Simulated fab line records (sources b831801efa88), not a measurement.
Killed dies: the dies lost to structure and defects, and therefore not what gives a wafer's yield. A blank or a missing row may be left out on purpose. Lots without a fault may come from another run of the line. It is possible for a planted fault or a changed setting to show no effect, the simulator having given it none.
fab line records	flow sky130
record lots=7	wafers=20	last-day=50
route steps=708 shown LOCAL_INTERCONNECT@396 CONTACT@406 PAD_OPEN@708
lots with no fault: from the same line, run without faults
start-h: hours from the record's opening day to when the first of the lot's shown wafers began	wait-h: time in hours since the lot's previous step	" unchanged from the row above	L1.1+2: a row that stands for several wafers	- no value, or no start was given	* or withheld: withheld	< > ~ a bound
route shown NAME@n: NAME is a module with steps in the file, n the number in the route of the first one	usual: the fault-free wafers' mean and standard deviation	same: alike in all rows	chamber/n: place in a boat	sites: readings site by site	_std_site: their standard deviation	_edge_site: the outer-site mean with the inner-site mean subtracted	radius-mm: how far each site lies from the wafer's centre	mask NAME#n: copy n	behind: tool/chamber where the wafer was last shaped	hold: cause of the lot's hold/its duration in hours/its outcome	device: which transistor (n, p or np) failed to switch	end of line: the route-end tests of the same wafers	step lacking rows: just its recipe	killed: dies that structure and defects cost at the first sort, which is not the same as the wafer's yield	map: a wafer's dies, marking killed ones x, the rest . and places with no die _
set.NAME: the setting as run; set.NAME@STEP: as run at that earlier step	model.NAME: the simulator's own value behind a step, which no gauge read
lots seen at some steps along the route; tables by step, rows by wafer
services: from which hour (start-h, from the record's first day; less than 0 if before it) a tool's chamber was out of use, for how many hours, and why
## steps
# step SKY_LOCAL_INTERCONNECT_PEB_09
# recipe peb-temp-c=withheld	peb-time-s=withheld	resist=KrF-thick
# step SKY_LOCAL_INTERCONNECT_DEVELOP_10
# recipe develop-time-s=60	resist=KrF-thick	dev-temp-c=21
# step SKY_LOCAL_INTERCONNECT_CD_MEAS_11
# recipe target-cd-nm=170
# usual cd-nm=169.9/1.3
lot.wafer	tool	chamber	start-h	wait-h	cd-nm
L908.2	cd-sem-01	-	708.69	-	169.2
L908.4	"	-	"	"	169.4
L908.5	"	-	"	"	168.1
L917.2	cd-sem-01	-	786.44	-	169.3
L917.4	"	-	"	"	170.1
L917.6	"	-	"	"	171.1
L919.2	cd-sem-01	-	801.48	-	170.5
L919.3	"	-	"	"	170.6
L919.4	"	-	"	"	171.3
L922.1	cd-sem-01	-	824.12	-	168.2
L922.4	"	-	"	"	169.3
L922.6	"	-	"	"	168.3
L923.1	cd-sem-01	-	836.51	-	171.2
L923.6	"	-	"	"	170.7
L929.2	cd-sem-02	-	887.69	-	168.7
L929.3	"	-	"	"	169.4
L929.6	"	-	"	"	169.5
L930.2	cd-sem-01	-	889.64	-	169.9
L930.4	"	-	"	"	170.2
L930.5	"	-	"	"	169.4
# step SKY_LOCAL_INTERCONNECT_OVL_MEAS_12
# usual LOCAL_INTERCONNECT_OVL=2/5.4
lot.wafer	tool	chamber	start-h	wait-h	LOCAL_INTERCONNECT_OVL[nm]
L908.2	overlay-02	-	708.79	0.1	10
L908.4	"	-	"	"	2
L908.5	"	-	"	"	2
L917.2	overlay-02	-	786.54	0.1	-3
L917.4	"	-	"	"	6
L917.6	"	-	"	"	2
L919.2	overlay-01	-	801.58	0.1	4
L919.3	"	-	"	"	-2
L919.4	"	-	"	"	-1
L922.1	overlay-02	-	824.24	0.1	4
L922.4	"	-	"	"	-2
L922.6	"	-	"	"	3
L923.1	overlay-01	-	836.63	0.1	0
L923.6	"	-	"	"	9
L929.2	overlay-02	-	887.79	0.1	2
L929.3	"	-	"	"	5
L929.6	"	-	"	"	5
L930.2	overlay-01	-	889.75	0.1	-1
L930.4	"	-	"	"	5
L930.5	"	-	"	"	6
# step SKY_LOCAL_INTERCONNECT_ETCH_13
# recipe chemistry=N2/H2	target=BARC	ion-energy-ev=200	bias-w=100	pressure-mtorr=30	n2-flow-sccm=100	h2-flow-sccm=200	icp-w=500	stop-on=SiO2	time-s=45.9	target-depth-a=600
# usual drypump-motor-current-A=5.6/0.37	n2-flow-sccm=100.0/0.32	oes-product-au=0.854/0.0047	throttle-valve-pct=13.225/0.0082
lot.wafer	tool	chamber	start-h	wait-h	drypump-motor-current-A	n2-flow-sccm	oes-product-au	rf-hours-counter-h	throttle-valve-pct
L908.2	rie-metal-03	0	708.82	0.0	5.5	100.4	0.855	7	13.225
L908.4	"	0	"	"	5.5	100.1	0.849	-	13.219
L908.5	"	0	"	"	5.5	100.0	0.852	-	13.227
L917.2	rie-metal-04	1	786.57	0.0	5.2	100.2	0.857	3	13.237
L917.4	"	0	"	"	5.5	100.3	0.850	-	13.236
L917.6	"	0	"	"	5.4	99.7	0.852	-	13.222
L919.2	rie-metal-02	1	801.61	0.0	5.5	99.9	0.854	7	13.224
L919.3	"	0	"	"	6.0	100.3	0.848	-	13.219
L919.4	"	1	"	"	5.5	99.9	0.858	-	13.233
L922.1	rie-metal-02	0	824.27	0.0	6.0	100.5	0.847	12	13.214
L922.4	"	1	"	"	5.5	99.9	0.846	-	13.227
L922.6	"	0	"	"	6.1	100.6	0.856	-	13.217
L923.1	rie-metal-03	0	836.66	0.0	5.5	100.1	0.850	12	13.232
L923.6	"	0	"	"	5.5	99.6	0.855	-	13.228
L929.2	rie-metal-04	1	887.82	0.0	5.2	99.8	0.857	8	13.227
L929.3	"	1	"	"	5.2	99.7	0.859	-	13.222
L929.6	"	1	"	"	5.2	99.8	0.855	-	13.219
L930.2	rie-metal-04	1	889.78	0.0	5.2	99.9	0.849	8	13.225
L930.4	"	1	"	"	5.2	100.4	0.848	-	13.221
L930.5	"	1	"	"	5.2	99.7	0.849	-	13.218
# step SKY_LOCAL_INTERCONNECT_METAL_ETCH_14
# recipe target-depth-nm=110	stop-on=PSG	chemistry=Cl2/BCl3	target=TiN	resist-sidewall-deg=88	pressure-mtorr=10	icp-w=900	bias-w=48.5	Cl2_flow_sccm=60	bcl3-flow-sccm=30	time-s=31.4
# usual drypump-motor-current-A=5.6/0.36	oes-product-au=0.939/0.0082	throttle-valve-pct=21.903/0.0089
lot.wafer	tool	chamber	start-h	wait-h	drypump-motor-current-A	oes-product-au	rf-hours-counter-h	throttle-valve-pct
L908.2	rie-metal-03	0	708.89	0.0	5.5	0.952	7	21.897
L908.4	"	0	"	"	5.4	0.929	-	21.891
L908.5	"	0	"	"	5.5	0.937	-	21.894
L917.2	rie-metal-04	1	786.64	0.0	5.2	0.936	3	21.920
L917.4	"	0	"	"	5.5	0.944	-	21.901
L917.6	"	0	"	"	5.5	0.937	-	21.911
L919.2	rie-metal-02	1	801.68	0.0	5.4	0.935	7	21.896
L919.3	"	0	"	"	6.0	0.926	-	21.900
L919.4	"	1	"	"	5.4	0.941	-	21.893
L922.1	rie-metal-02	0	824.33	0.0	6.1	0.926	12	21.907
L922.4	"	1	"	"	5.5	0.947	-	21.892
L922.6	"	0	"	"	6.1	0.937	-	21.903
L923.1	rie-metal-03	0	836.73	0.0	5.5	0.943	12	21.891
L923.6	"	0	"	"	5.5	0.932	-	21.909
L929.2	rie-metal-04	1	887.88	0.0	5.2	0.949	8	21.898
L929.3	"	1	"	"	5.2	0.949	-	21.893
L929.6	"	1	"	"	5.2	0.939	-	21.905
L930.2	rie-metal-04	1	889.84	0.0	5.2	0.946	8	21.909
L930.4	"	1	"	"	5.2	0.936	-	21.907
L930.5	"	1	"	"	5.2	0.946	-	21.909
# step SKY_LOCAL_INTERCONNECT_STRIP_15
# recipe chemistry=O2/N2	power-w=1400	pressure-mtorr=1500	platen-temp-c=withheld	o2-flow-sccm=3000	n2-flow-sccm=300	overash-fraction=0.5
# usual drypump-motor-current-A=5.2/0.42	n2-flow-sccm=300.2/0.85	oes-product-au=0.426/0.0044	strip-time-to-endpoint-s=4.718/0.018
# same overash-fraction=0.5
lot.wafer	tool	chamber	start-h	wait-h	drypump-motor-current-A	n2-flow-sccm	oes-product-au	rf-hours-counter-h	strip-time-to-endpoint-s
L908.2	plasma-asher-01	1	708.94	0.0	4.6	300.9	0.419	58	4.732
L908.4	"	0	"	"	5.9	300.6	0.423	-	4.748
L908.5	"	0	"	"	5.9	298.7	0.420	-	4.748
L917.2	plasma-asher-01	1	786.69	0.0	4.6	299.9	0.422	65	4.714
L917.4	"	0	"	"	5.9	300.9	0.426	-	4.698
L917.6	"	0	"	"	5.9	300.9	0.420	-	4.723
L919.2	plasma-asher-01	0	801.73	0.0	5.9	299.9	0.429	67	4.738
L919.3	"	0	"	"	5.9	299.2	0.427	-	4.697
L919.4	"	1	"	"	4.7	301.7	0.429	-	4.733
L922.1	plasma-asher-02	0	824.39	0.0	5.1	300.3	0.427	99	4.692
L922.4	"	0	"	"	5.1	298.9	0.422	-	4.737
L922.6	"	0	"	"	5.1	301.0	0.432	-	4.713
L923.1	plasma-asher-04	0	836.78	0.0	4.9	301.0	0.424	10	4.689
L923.6	"	0	"	"	4.9	301.0	0.423	-	4.698
L929.2	plasma-asher-04	0	887.94	0.0	4.9	301.0	0.422	15	4.720
L929.3	"	1	"	"	5.2	298.9	0.428	-	4.689
L929.6	"	1	"	"	5.2	298.8	0.426	-	4.696
L930.2	plasma-asher-02	1	889.89	0.0	5.4	299.3	0.425	105	4.734
L930.4	"	0	"	"	5.1	300.4	0.430	-	4.721
L930.5	"	1	"	"	5.4	299.7	0.418	-	4.729
# step SKY_LOCAL_INTERCONNECT_STRIP_16
# recipe chemistry=post-etch-residue-remover	time-s=1200	temp-c=72.5
# step SKY_LOCAL_INTERCONNECT_CLEAN_17
# recipe chemistry=IPA	time-s=180	temp-c=25
# step SKY_LOCAL_INTERCONNECT_CLEAN_18
# recipe chemistry=O3/DIW	dry=n2-spin
# step SKY_CONTACT_CVD_00
# recipe material=Si3N4	target-thk-nm=75	temp-c=400	time-s=withheld	rf-w=450
# usual heater-power-w=712/99
lot.wafer	tool	chamber	start-h	wait-h	heater-power-w
L908.2	pecvd-03	0	709.53	0.0	839
L908.4	"	0	"	"	839
L908.5	"	2	"	"	592
L917.2	pecvd-02	2	787.32	0.0	808
L917.4	"	0	"	"	773
L917.6	"	1	"	"	730
L919.2	pecvd-01	0	802.32	0.0	902
L919.3	"	2	"	"	581
L919.4	"	0	"	"	858
L922.1	pecvd-02	1	825.01	0.0	771
L922.4	"	1	"	"	772
L922.6	"	2	"	"	917
L923.1	pecvd-02	0	837.38	0.0	732
L923.6	"	0	"	"	722
L929.2	pecvd-02	1	888.54	0.0	757
L929.3	"	2	"	"	820
L929.6	"	1	"	"	748
L930.2	pecvd-03	2	890.57	0.0	668
L930.4	"	0	"	"	815
L930.5	"	2	"	"	672
# step SKY_CONTACT_THK_MEAS_01
# recipe reads=Si3N4_of_CONTACT_CVD_00
# usual CONTACT_CVD_00_THK=75.4/1
lot.wafer	tool	chamber	start-h	wait-h	CONTACT_CVD_00_THK[nm]
L908.2	film-metro-02	-	709.57	-	73.5
L908.4	"	-	"	"	75.1
L908.5	"	-	"	"	76.1
L917.2	film-metro-04	-	787.37	-	74.9
L917.4	"	-	"	"	75.0
L917.6	"	-	"	"	75.0
L919.2	film-metro-01	-	802.36	-	74.9
L919.3	"	-	"	"	74.4
L919.4	"	-	"	"	76.8
L922.1	film-metro-01	-	825.04	-	75.0
L922.4	"	-	"	"	76.2
L922.6	"	-	"	"	76.9
L923.1	film-metro-04	-	837.41	-	74.4
L923.6	"	-	"	"	75.0
L929.2	film-metro-02	-	888.59	-	73.6
L929.3	"	-	"	"	75.1
L929.6	"	-	"	"	76.3
L930.2	film-metro-01	-	890.61	-	74.4
L930.4	"	-	"	"	75.0
L930.5	"	-	"	"	75.7
# step SKY_CONTACT_HDPCVD_02
# recipe material=SiO2	target-thk-nm=565	sigma-open-frac=0.3	time-s=94.2	temp-c=600	sih4-flow-sccm=60	pressure-mtorr=6
# usual run-length-s=122.1/0.57
lot.wafer	tool	chamber	start-h	wait-h	run-length-s	model.SiO2_of_CONTACT_HDPCVD_02.thk-nm
L908.2	hdpcvd-02	0	709.62	0.0	121.8	577.8
L908.4	"	2	"	"	122.1	565.4
L908.5	"	1	"	"	121.1	574.5
L917.2	hdpcvd-01	2	787.42	0.0	122.3	559.1
L917.4	"	2	"	"	122.3	564.9
L917.6	"	1	"	"	122.4	575.7
L919.2	hdpcvd-01	0	802.41	0.0	121.7	564.1
L919.3	"	2	"	"	120.0	538.2
L919.4	"	1	"	"	122.2	576.6
L922.1	hdpcvd-01	1	825.10	0.1	119.4	558
L922.4	"	1	"	"	122.2	571.4
L922.6	"	2	"	"	122.3	563.8
L923.1	hdpcvd-01	0	837.47	0.1	119.7	547.9
L923.6	"	0	"	"	121.7	564.1
L929.2	hdpcvd-02	1	888.64	0.0	121.3	565.3
L929.3	"	2	"	"	122.5	562.9
L929.6	"	1	"	"	120.9	567.3
L930.2	hdpcvd-01	1	890.66	0.0	122.3	571.8
L930.4	"	1	"	"	122.3	575.1
L930.5	"	0	"	"	121.9	563.5
# step SKY_CONTACT_THK_MEAS_03
# recipe reads=SiO2_of_CONTACT_HDPCVD_02
# usual CONTACT_HDPCVD_THK=566/6.3
lot.wafer	tool	chamber	start-h	wait-h	CONTACT_HDPCVD_THK[nm]
L908.2	film-metro-04	-	709.70	0.0	578
L908.4	"	-	"	"	566
L908.5	"	-	"	"	574
L917.2	film-metro-01	-	787.50	0.0	559
L917.4	"	-	"	"	565
L917.6	"	-	"	"	575
L919.2	film-metro-02	-	802.49	0.0	564
L919.3	"	-	"	"	538
L919.4	"	-	"	"	577
L922.1	film-metro-02	-	825.17	0.0	558
L922.4	"	-	"	"	571
L922.6	"	-	"	"	564
L923.1	film-metro-02	-	837.54	0.0	548
L923.6	"	-	"	"	564
L929.2	film-metro-01	-	888.72	0.0	565
L929.3	"	-	"	"	563
L929.6	"	-	"	"	567
L930.2	film-metro-02	-	890.74	0.0	572
L930.4	"	-	"	"	575
L930.5	"	-	"	"	564
# step SKY_CONTACT_CMP_04
# recipe material=SiO2	down-force-psi=4	platen-rpm=60	pad-velocity-m-s=0.94248
# usual motor-current-A=12.4/1.8	slurry-filter-dp-kPa=13.50/0.13	time-to-endpoint-s=84/4
lot.wafer	tool	chamber	start-h	wait-h	motor-current-A	slurry-filter-dp-kPa	time-to-endpoint-s
L908.2	cmp-01	1	709.80	0.1	11.4	13.62	86
L908.4	"	3	"	"	15.3	13.58	82
L908.5	"	1	"	"	11.6	13.35	85
L917.2	cmp-02	3	787.55	0.0	11.1	13.31	82
L917.4	"	1	"	"	10.2	13.59	86
L917.6	"	3	"	"	11.3	13.61	88
L919.3	cmp-01	0	802.54	0.0	13.2	13.61	71
L919.4	"	1	"	"	11.8	13.42	87
L919.2	"	3	"	"	15.3	13.43	78
L922.1	cmp-01	2	825.33	0.1	10.9	13.26	85
L922.4	"	3	"	"	15.5	13.50	85
L922.6	"	0	"	"	13.7	13.56	85
L923.1	cmp-02	3	837.70	0.1	11.4	13.90	76
L923.6	"	2	"	"	10.1	13.41	77
L929.2	cmp-01	0	888.82	0.1	14.3	13.38	85
L929.3	"	2	"	"	11.0	13.55	91
L929.6	"	0	"	"	14.4	13.39	84
L930.4	cmp-01	0	890.79	0.0	14.2	13.42	88
L930.2	"	2	"	"	11.2	13.56	94
L930.5	"	1	"	"	12.2	13.66	82
# step SKY_PAD_OPEN_PROBE_99
# usual killed_at_M0_to_M3=43/6	killed_at_M4_up=3.2/1.9	killed-at-contacts=25/5.4	killed-at-front-end=15/4.5	killed-at-other=0.3/0.59	killed-dies=87/8.7	killed-open=47/6.7	killed-short=39/5.7
# same gross-dies=492	killed-at-back-side=0
lot.wafer	tool	chamber	start-h	wait-h	killed_at_M0_to_M3	killed_at_M4_up	killed-at-contacts	killed-at-front-end	killed-at-other	killed-dies	killed-open	killed-short
L908.2	prober-01	-	1084.74	0.1	43	5	17	19	1	85	43	40
L908.4	prober-01	-	1084.84	0.2	43	5	26	18	0	92	45	47
L908.5	prober-01	-	1084.89	0.2	40	4	25	19	2	90	45	43
L917.2	prober-02	-	1140.11	0.1	34	2	21	16	0	73	37	35
L917.4	prober-02	-	1140.21	0.2	44	1	27	11	0	83	49	33
L917.6	prober-02	-	1140.31	0.2	37	3	29	23	0	92	44	48
L919.2	prober-02	-	1160.04	0.1	41	3	24	8	0	76	31	45
L919.3	prober-02	-	1160.09	0.2	48	4	22	17	1	92	52	39
L919.4	prober-02	-	1160.14	0.2	39	4	29	12	1	85	52	33
L922.1	prober-01	-	1166.43	0.1	46	2	36	10	0	94	54	40
L922.4	prober-01	-	1166.58	0.2	54	1	27	15	1	98	64	34
L922.6	prober-01	-	1166.68	0.2	41	2	32	10	0	85	53	32
L923.1	prober-02	-	1176.09	0.1	47	3	15	17	0	82	48	34
L923.6	prober-02	-	1176.34	0.2	36	4	32	12	2	86	48	36
L929.2	prober-02	-	1208.99	0.1	42	4	20	11	0	77	38	39
L929.3	prober-02	-	1209.04	0.2	67	3	18	13	0	101	56	45
L929.6	prober-02	-	1209.19	0.2	48	4	20	14	0	86	42	44
L930.2	prober-01	-	1210.14	0.1	44	2	25	11	0	82	45	37
L930.4	prober-01	-	1210.24	0.2	38	4	23	13	0	78	45	33
L930.5	prober-01	-	1210.29	0.2	43	2	27	11	0	83	49	34
# killed by level:class
L908.2 VIA2:geometric-particle:open=8 CONTACT:geometric-particle:open=7 VIA1:geometric-particle:short=7 VIA1:geometric-particle:open=7 METAL2:geometric-particle:short=6 LI_CONTACT:geometric-particle:open=5 FIELD_ISO:geometric-particle:short=4 FIELD_ISO:geometric-particle:open=4
L908.4 VIA1:geometric-particle:open=12 CONTACT:geometric-particle:open=8 POLY_GATE:geometric-particle:open=7 LI_CONTACT:geometric-particle:open=6 CONTACT:geometric-particle:short=6 VIA2:geometric-particle:short=5 FIELD_ISO:geometric-particle:short=4 METAL4:geometric-particle:short=4
L908.5 CONTACT:geometric-particle:open=12 METAL1:geometric-particle:short=9 VIA1:geometric-particle:open=8 POLY_GATE:geometric-particle:open=7 FIELD_ISO:geometric-particle:open=6 METAL2:geometric-particle:short=6 CONTACT:geometric-particle:short=6 METAL3:geometric-particle:short=4
L917.2 VIA1:geometric-particle:open=7 VIA1:geometric-particle:short=7 CONTACT:geometric-particle:short=6 CONTACT:geometric-particle:open=6 FIELD_ISO:geometric-particle:open=5 VIA3:geometric-particle:short=5 LI_CONTACT:geometric-particle:short=4 VIA2:geometric-particle:open=4
L917.4 VIA1:geometric-particle:open=13 LI_CONTACT:geometric-particle:open=8 CONTACT:geometric-particle:open=8 METAL1:geometric-particle:short=7 VIA3:geometric-particle:open=7 VIA2:geometric-particle:open=6 FIELD_ISO:geometric-particle:short=5 LOCAL_INTERCONNECT:geometric-particle:short=5
L917.6 FIELD_ISO:geometric-particle:short=10 CONTACT:geometric-particle:open=10 FIELD_ISO:geometric-particle:open=7 LI_CONTACT:geometric-particle:open=7 METAL1:geometric-particle:short=7 VIA3:geometric-particle:open=7 CONTACT:geometric-particle:short=6 LOCAL_INTERCONNECT:geometric-particle:short=4
L919.2 LOCAL_INTERCONNECT:geometric-particle:short=7 METAL1:geometric-particle:short=7 VIA1:geometric-particle:open=7 VIA3:geometric-particle:open=6 VIA2:geometric-particle:open=5 LI_CONTACT:geometric-particle:open=5 VIA2:geometric-particle:short=5 VIA3:geometric-particle:short=5
L919.3 VIA1:geometric-particle:open=11 CONTACT:geometric-particle:open=10 VIA3:geometric-particle:open=7 VIA2:geometric-particle:open=6 LI_CONTACT:geometric-particle:open=6 FIELD_ISO:geometric-particle:short=5 METAL2:geometric-particle:short=5 METAL1:geometric-particle:short=4
L919.4 CONTACT:geometric-particle:open=11 VIA1:geometric-particle:open=10 VIA3:geometric-particle:open=9 LI_CONTACT:geometric-particle:open=7 VIA3:geometric-particle:short=6 CONTACT:geometric-particle:short=5 FIELD_ISO:geometric-particle:short=4 VIA2:geometric-particle:open=4
L922.1 CONTACT:geometric-particle:open=17 VIA1:geometric-particle:open=16 METAL2:geometric-particle:short=7 VIA3:geometric-particle:open=6 LI_CONTACT:geometric-particle:open=5 LI_CONTACT:geometric-particle:short=5 CONTACT:geometric-particle:short=4 VIA1:geometric-particle:short=4
L922.4 VIA1:geometric-particle:open=18 CONTACT:geometric-particle:open=13 VIA2:geometric-particle:open=12 LI_CONTACT:geometric-particle:open=6 VIA1:geometric-particle:short=6 METAL1:geometric-particle:short=5 FIELD_ISO:geometric-particle:open=4 POLY_GATE:geometric-particle:short=4
L922.6 CONTACT:geometric-particle:open=13 VIA1:geometric-particle:open=12 LOCAL_INTERCONNECT:geometric-particle:short=8 VIA3:geometric-particle:open=6 POLY_GATE:geometric-particle:open=5 VIA2:geometric-particle:open=5 CONTACT:geometric-particle:short=4 VIA1:geometric-particle:short=4
L923.1 VIA1:geometric-particle:open=14 LI_CONTACT:geometric-particle:open=6 FIELD_ISO:geometric-particle:open=5 VIA2:geometric-particle:open=5 VIA3:geometric-particle:open=5 LOCAL_INTERCONNECT:geometric-particle:short=4 VIA2:geometric-particle:short=4 METAL1:geometric-particle:short=4
L923.6 CONTACT:geometric-particle:open=15 VIA1:geometric-particle:open=9 POLY_GATE:geometric-particle:open=6 LI_CONTACT:geometric-particle:open=5 LOCAL_INTERCONNECT:geometric-particle:short=5 CONTACT:geometric-particle:short=5 VIA1:geometric-particle:short=5 VIA2:geometric-particle:open=5
L929.2 CONTACT:geometric-particle:open=8 METAL1:geometric-particle:short=8 VIA1:geometric-particle:open=7 VIA3:geometric-particle:open=7 METAL2:geometric-particle:short=6 POLY_GATE:geometric-particle:short=5 LOCAL_INTERCONNECT:geometric-particle:short=5 VIA2:geometric-particle:open=5
L929.3 VIA1:geometric-particle:open=15 METAL1:geometric-particle:short=12 VIA1:geometric-particle:short=9 VIA2:geometric-particle:open=9 VIA3:geometric-particle:open=7 CONTACT:geometric-particle:open=6 LI_CONTACT:geometric-particle:open=6 METAL2:geometric-particle:short=5
L929.6 VIA1:geometric-particle:open=10 VIA3:geometric-particle:open=7 METAL1:geometric-particle:short=6 VIA2:geometric-particle:open=6 VIA2:geometric-particle:short=6 POLY_GATE:geometric-particle:short=5 LI_CONTACT:geometric-particle:open=5 LOCAL_INTERCONNECT:geometric-particle:short=5
L930.2 VIA1:geometric-particle:open=9 CONTACT:geometric-particle:open=7 VIA2:geometric-particle:open=6 CONTACT:geometric-particle:short=5 METAL2:geometric-particle:short=5 POLY_GATE:geometric-particle:open=4 LOCAL_INTERCONNECT:geometric-particle:open=4 LOCAL_INTERCONNECT:geometric-particle:short=4
L930.4 LI_CONTACT:geometric-particle:open=8 CONTACT:geometric-particle:open=7 VIA1:geometric-particle:open=6 VIA2:geometric-particle:open=6 CONTACT:geometric-particle:short=5 METAL2:geometric-particle:short=4 METAL1:geometric-particle:short=4 METAL1:geometric-particle:open=4
L930.5 VIA1:geometric-particle:open=12 CONTACT:geometric-particle:open=7 VIA3:geometric-particle:open=7 LI_CONTACT:geometric-particle:short=6 VIA2:geometric-particle:open=6 POLY_GATE:geometric-particle:open=5 LI_CONTACT:geometric-particle:open=5 CONTACT:geometric-particle:short=5
## services
tool	chamber	start-h	hours	kind
hdpcvd-01	-	688.03	1.8	repair
cmp-01	-	712.41	9.4	repair
rie-metal-02	-	715.94	0.7	repair
cmp-02	-	716.76	0.8	repair
plasma-asher-01	-	723.63	6.1	repair
cmp-01	-	726.25	2.4	repair
cmp-01	-	747.53	5.4	pm
rie-metal-04	0	749.16	14.2	repair
pecvd-02	-	752.00	2.8	pm
plasma-asher-02	-	752.37	9.5	pm
cmp-01	-	752.95	4.0	pm
cmp-01	-	760.57	0.6	repair
pecvd-02	1	767.85	7.6	repair
cmp-01	-	770.32	0.8	repair
hdpcvd-02	2	785.13	23.3	repair
plasma-asher-01	-	805.76	2.8	pm
cmp-01	-	809.20	3.0	repair
pecvd-03	0	820.19	5.2	repair
plasma-asher-01	-	833.46	3.6	repair
rie-metal-04	-	842.63	0.7	repair
hdpcvd-02	-	850.63	2.8	pm
pecvd-03	-	852.78	4.3	repair
rie-metal-02	-	856.83	0.1	repair
rie-metal-04	0	882.02	5.4	repair
## key
first-sign step=SKY_CONTACT_HDPCVD_02	reading=run-length-s	direction=down	sigmas=4.2	usual=*	struck=*
effect step=SKY_CONTACT_THK_MEAS_03	reading=CONTACT_HDPCVD_THK	direction=down	sigmas=2.8	usual=566	struck=548
model-effect step=SKY_CONTACT_HDPCVD_02	value=SiO2_of_CONTACT_HDPCVD_02.thk-nm	without=565.2	struck=548
met-at SKY_CONTACT_HDPCVD_02
struck-wafers L919.3,L922.1,L923.1
tester-left-out L919,L922,L923
onset-between 787.42 802.41
fault kind=process-parameter-drift	tool=hdpcvd-01	chamber=-	onset-h=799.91	steps=SKY_CONTACT_HDPCVD_02	channel=time-s	offset=*	shape=step	end-h=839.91	scope=struck-wafers-only	acts-in=*	stated=*
# tester-left-out: of these lots the tester's yield and bins aren't shown, on N5 and GAA mostly nor the transistor test; their killed dies are dies lost to structure and defects alone, not to doping, threshold or leakage, so they don't give the yield
